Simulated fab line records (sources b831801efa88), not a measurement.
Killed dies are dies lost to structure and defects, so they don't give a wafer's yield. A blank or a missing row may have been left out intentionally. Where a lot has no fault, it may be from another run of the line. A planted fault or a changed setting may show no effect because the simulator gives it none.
2 desks, one fault ; flow gf180mcu ; every desk sees just its own numbers, and what lay behind them comes last

THE TOOL OWNER'S DESK: pvd sputter-02
The tool's own readings at GF_M2_SPUTTER_03 (material Ti, target thk 10 nm, time 6.7 s): means of the sampled wafers that have a number, for each lot that ran on this tool. A lot is out of limits, marked OUT, if its mean lies more than 4 standard deviations from the usual mean; the brackets give that distance.
Columns: A = throttle valve pct at GF_M2_SPUTTER_03, usual 29.8 %
lot;first seen here;A
L972;day 18 20:59;29.1
L980;day 22 09:28;29.1
L981;day 22 13:22;29.5
This desk's finding: nothing out of limits on any of the 3 lots.

METROLOGY DESK
Means of the sampled wafers that have a number, per lot and without regard to the tool the lot ran on: this is what the gauges read. A lot is out of limits, marked OUT, if its mean lies more than 4 standard deviations from the usual mean; the brackets give that distance. It has 9 readings; the 7 that lie furthest out on some lot are the ones shown.
Columns: A = V1_W_RS at GF_V1_RS_MEAS_24, usual 0.326 ohm/sq; B = M2_ALCU_RS at GF_M2_RS_MEAS_05, usual 0.0693 ohm/sq; C = M2_ALCU_THK at GF_M2_THK_MEAS_06, usual 445 nm; D = cd nm at GF_M2_CD_MEAS_14, usual 279.6 nm; E = M2_OVL at GF_M2_OVL_MEAS_15, usual 2 nm; F = V2_CVD_00_THK at GF_V2_THK_MEAS_01, usual 604 nm; G = V2_BOW at GF_V2_BOW_MEAS_05, usual 100 um
lot;first seen here;A;B;C;D;E;F;G
L972;day 18 20:22;0.334;0.0694;446;278.6;2;607;107
L975;day 20 06:52;0.331;0.0690;445;279.1;-10;600;93
L980;day 22 08:50;0.322;0.0682;451;280.3;4;609;100
L981;day 22 12:44;0.322;0.0691;445;280.0;-0;608;106
L987;day 24 03:10;0.326;0.0703;437;277.3;7;613;118
L991;day 25 16:36;0.322;0.0694;443;279.1;0;598;102
This desk's finding: nothing out of limits on any of the 6 lots.

ALL TOGETHER
The desk of the tool owner found nothing out of limits.
From the metrology desk's view, nothing was out of limits.

WHAT THE SIMULATOR HAD PUT IN
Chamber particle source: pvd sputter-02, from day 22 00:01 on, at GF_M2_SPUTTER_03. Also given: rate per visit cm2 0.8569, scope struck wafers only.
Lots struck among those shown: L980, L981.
